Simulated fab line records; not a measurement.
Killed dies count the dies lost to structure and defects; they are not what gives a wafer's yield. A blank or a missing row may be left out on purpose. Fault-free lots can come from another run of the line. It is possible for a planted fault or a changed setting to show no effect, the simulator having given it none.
Which tool did it?    flow sky130    14 lots with 42 wafers sampled at 6 steps, on a route of 708 steps

== WHAT EACH GAUGE READ, for each wafer ==
SKY_LDD_N_OVL_MEAS_07.
lot   measured      on          LDD_N_OVL (nm)
L551  day 18 12:28  overlay-02  -0.4 -3.1 -2.8
L553  day 19 07:58  overlay-01  -0.7 0.6 -0.4
L555  day 19 23:56  overlay-02  0.0 -1.3 1.5
L556  day 20 10:01  overlay-02  -3.6 -4.2 -4.7
L558  day 21 04:31  overlay-02  -2.4 -2.1 0.9
L560  day 21 19:10  overlay-02  -2.7 -3.6 -3.8
L561  day 22 02:34  overlay-01  -0.9 -1.4 -2.5
L562  day 22 15:58  overlay-01  -0.2 1.3 2.2
L564  day 23 12:49  overlay-01  -2.0 -1.7 -1.0
L567  day 24 04:43  overlay-02  -0.9 -0.6 -1.6
L571  day 25 10:49  overlay-01  0.2 1.8 0.1
L572  day 25 18:37  overlay-02  0.7 1.6 1.9
L573  day 26 07:19  overlay-02  -2.5 -0.9 -2.2
L574  day 26 16:31  overlay-02  -3.0 -2.6 -1.9

SKY_LDD_LDN_OVL_MEAS_07.
lot   measured      on          LDD_LDN_OVL (nm)
L551  day 23 17:13  overlay-01  0.5 0.0 -0.1
L553  day 24 11:34  overlay-02  -0.1 -0.8 1.0
L555  day 25 03:04  overlay-02  1.2 0.8 0.4
L556  day 25 11:43  overlay-02  -0.6 0.3 -0.7
L558  day 26 06:22  overlay-01  -4.7 -2.2 -1.7
L560  day 26 19:46  overlay-01  -0.3 2.0 1.4
L561  day 27 04:22  overlay-01  -1.8 0.1 -1.7
L562  day 27 17:10  overlay-02  -0.6 -1.2 -1.5
L564  day 28 12:13  overlay-02  -0.5 -1.1 -1.1
L567  day 29 02:37  overlay-02  0.1 2.2 1.5
L571  day 30 08:13  overlay-02  - - -
L572  day 30 14:52  overlay-02  - - -
L573  day 31 04:04  overlay-02  -2.9 0.3 0.0
L574  day 31 12:58  overlay-01  1.8 -2.3 0.0

SKY_RES_XHIGH_TW_MEAS_09.
lot   measured      on             RES_XHIGH_TW
L551  day 27 12:12  film_metro-04  1631 1638 1641
L553  day 28 06:35  film_metro-03  1622 1631 1628
L555  day 28 22:49  film_metro-04  1639 1649 1643
L556  day 29 05:55  film_metro-04  1648 1654 1652
L558  day 29 23:19  film_metro-03  1628 1631 1636
L560  day 30 11:28  film_metro-01  1623 1638 1625
L561  day 30 20:31  film_metro-01  1642 1632 1639
L562  day 31 11:22  film_metro-04  1636 1642 1641
L564  day 32 03:54  film_metro-03  1630 1623 1628
L567  day 32 17:32  film_metro-01  1628 1626 1635
L571  day 33 22:34  film_metro-03  1901 1889 1905
L572  day 34 04:23  film_metro-03  1903 1905 1905
L573  day 34 18:34  film_metro-01  1614 1609 1626
L574  day 35 02:43  film_metro-01  1634 1629 1623

== EACH LOT AND THE TOOL THAT RAN IT (in order: tool; ch and the chambers of the sampled wafers; start) ==
lot   SKY_LDD_N_STRIP_16                    SKY_LDD_LDN_COAT_02                SKY_LDD_LDN_STRIP_12
L551  plasma_asher-02 ch 0,1, day 18 13:42  litho_track-03 ch 0, day 23 01:44  plasma_asher-02 ch 0,1, day 23 17:50
L553  plasma_asher-04 ch 0,1, day 19 09:14  litho_track-02 ch 0, day 23 20:43  plasma_asher-01 ch 0,1, day 24 12:14
L555  plasma_asher-02 ch 0,1, day 20 01:11  litho_track-04 ch 0, day 24 12:31  plasma_asher-04 ch 0,1, day 25 03:44
L556  plasma_asher-01 ch 0,1, day 20 11:14  litho_track-03 ch 0, day 24 21:37  plasma_asher-02 ch 0,1, day 25 12:21
L558  plasma_asher-01 ch 0,1, day 21 05:45  litho_track-03 ch 0, day 25 14:52  plasma_asher-01 ch 0,1, day 26 06:59
L560  plasma_asher-01 ch 0,1, day 21 20:24  litho_track-04 ch 0, day 26 05:25  plasma_asher-02 ch 0,1, day 26 20:23
L561  plasma_asher-04 ch 0,1, day 22 03:47  litho_track-02 ch 0, day 26 13:41  plasma_asher-02 ch 0,1, day 27 05:00
L562  plasma_asher-02 ch 0,1, day 22 17:11  litho_track-04 ch 0, day 27 01:49  plasma_asher-02 ch 0,1, day 27 17:50
L564  plasma_asher-02 ch 0,1, day 23 14:02  litho_track-04 ch 0, day 27 20:59  plasma_asher-04 ch 1, day 28 12:50
L567  plasma_asher-02 ch 0,1, day 24 05:56  litho_track-03 ch 0, day 28 13:07  plasma_asher-04 ch 0,1, day 29 03:14
L571  plasma_asher-04 ch 0,1, day 25 12:02  litho_track-04, day 29 18:22       plasma_asher-02 ch 0,1, day 30 08:50
L572  plasma_asher-01 ch 0,1, day 25 19:50  litho_track-04, day 30 00:58       plasma_asher-04 ch 0,1, day 30 15:29
L573  plasma_asher-04 ch 0,1, day 26 08:32  litho_track-02 ch 0, day 30 13:31  plasma_asher-04 ch 0,1, day 31 04:42
L574  plasma_asher-02 ch 0,1, day 26 17:44  litho_track-04 ch 0, day 30 22:20  plasma_asher-02 ch 0,1, day 31 13:36
- SKY_LDD_N_STRIP_16: strips in O2/N2.
- SKY_LDD_LDN_COAT_02: resist thk 1140 nm.
- SKY_LDD_LDN_STRIP_12: strips in O2/N2.

== AS READ BY THE TOOLS THEMSELVES (means over the sampled wafers that have a number; for cases with no such wafer, the mark the record gives instead) ==
SKY_LDD_N_STRIP_16.
lot   tool             drypump_motor_current_A (A)  oes_product_au (a.u.)  strip_time_to_endpoint_s (s)
L551  plasma_asher-02  5.9                          0.407                  4.314
L553  plasma_asher-04  5.6                          0.406                  4.334
L555  plasma_asher-02  5.9                          0.407                  4.336
L556  plasma_asher-01  5.9                          0.403                  4.319
L558  plasma_asher-01  5.9                          0.410                  4.317
L560  plasma_asher-01  5.9                          0.405                  4.313
L561  plasma_asher-04  5.4                          0.406                  4.310
L562  plasma_asher-02  5.9                          0.410                  4.309
L564  plasma_asher-02  5.8                          0.412                  4.329
L567  plasma_asher-02  5.8                          0.406                  4.313
L571  plasma_asher-04  5.4                          0.407                  4.312
L572  plasma_asher-01  5.9                          0.408                  4.312
L573  plasma_asher-04  5.4                          0.407                  4.315
L574  plasma_asher-02  5.9                          0.403                  4.309

SKY_LDD_LDN_COAT_02.
lot   tool            chill_plate_temp_C (C)  dispense_pressure_kPa (kPa)
L551  litho_track-03  23.16                   45
L553  litho_track-02  22.99                   44
L555  litho_track-04  23.13                   51
L556  litho_track-03  23.03                   45
L558  litho_track-03  22.79                   45
L560  litho_track-04  22.88                   51
L561  litho_track-02  22.94                   44
L562  litho_track-04  22.96                   51
L564  litho_track-04  23.14                   51
L567  litho_track-03  22.92                   45
L571  litho_track-04  -                       -
L572  litho_track-04  -                       -
L573  litho_track-02  23.04                   44
L574  litho_track-04  23.02                   51

SKY_LDD_LDN_STRIP_12.
lot   tool             drypump_motor_current_A (A)  oes_product_au (a.u.)  strip_time_to_endpoint_s (s)
L551  plasma_asher-02  5.96                         0.719                  14.17
L553  plasma_asher-01  5.92                         0.710                  14.22
L555  plasma_asher-04  5.39                         0.719                  14.16
L556  plasma_asher-02  5.92                         0.713                  14.19
L558  plasma_asher-01  5.84                         0.714                  14.20
L560  plasma_asher-02  5.93                         0.716                  14.24
L561  plasma_asher-02  5.93                         0.719                  14.12
L562  plasma_asher-02  5.78                         0.714                  14.23
L564  plasma_asher-04  5.86                         0.718                  14.26
L567  plasma_asher-04  5.63                         0.712                  14.11
L571  plasma_asher-02  5.77                         -                      -
L572  plasma_asher-04  5.38                         -                      -
L573  plasma_asher-04  5.39                         0.718                  14.21
L574  plasma_asher-02  5.75                         0.717                  14.18

== THE ANSWER, worked out from the rows above alone ==
Rule: what is usual is taken from the lots themselves. Put in order of their means at a reading, lots are off if they are a third of the lots or fewer, leave a main group of 4 or more, and stand apart from it by a gap of 3 or more times the standard deviation of the main group's means; of several such gaps the widest counts. If all means in a main group match to the digits the tables above print for the reading, that group is not used. Also off: a lot with no number at a reading for which 4 or more lots have one. All remaining lots with rows at the step are treated as sound. Order of review: gauges by route order, followed by the tools' own readings, for which a lot's mean as printed above is used. The first step at which some lot is off is used, and at that step the reading that is off furthest; a lot without a number counts as furthest.
Off: at SKY_LDD_LDN_OVL_MEAS_07 (LDD_LDN_OVL), L571, L572. Without a number there: L571, L572. Main group: mean -0.3 nm, sd 1.1.
If a tool, at a process step before that reading, ran all the lots that are off and no sound lot after the first of them, it fits. Not tried: the gauges at SKY_LDD_LDN_OVL_MEAS_07; whatever is off there is also off at SKY_RES_XHIGH_TW_MEAS_09, on other tools, and gauge error can't account for it. Not one of the candidates tried fits.

== WHAT WAS PUT IN BY THE SIMULATOR ==
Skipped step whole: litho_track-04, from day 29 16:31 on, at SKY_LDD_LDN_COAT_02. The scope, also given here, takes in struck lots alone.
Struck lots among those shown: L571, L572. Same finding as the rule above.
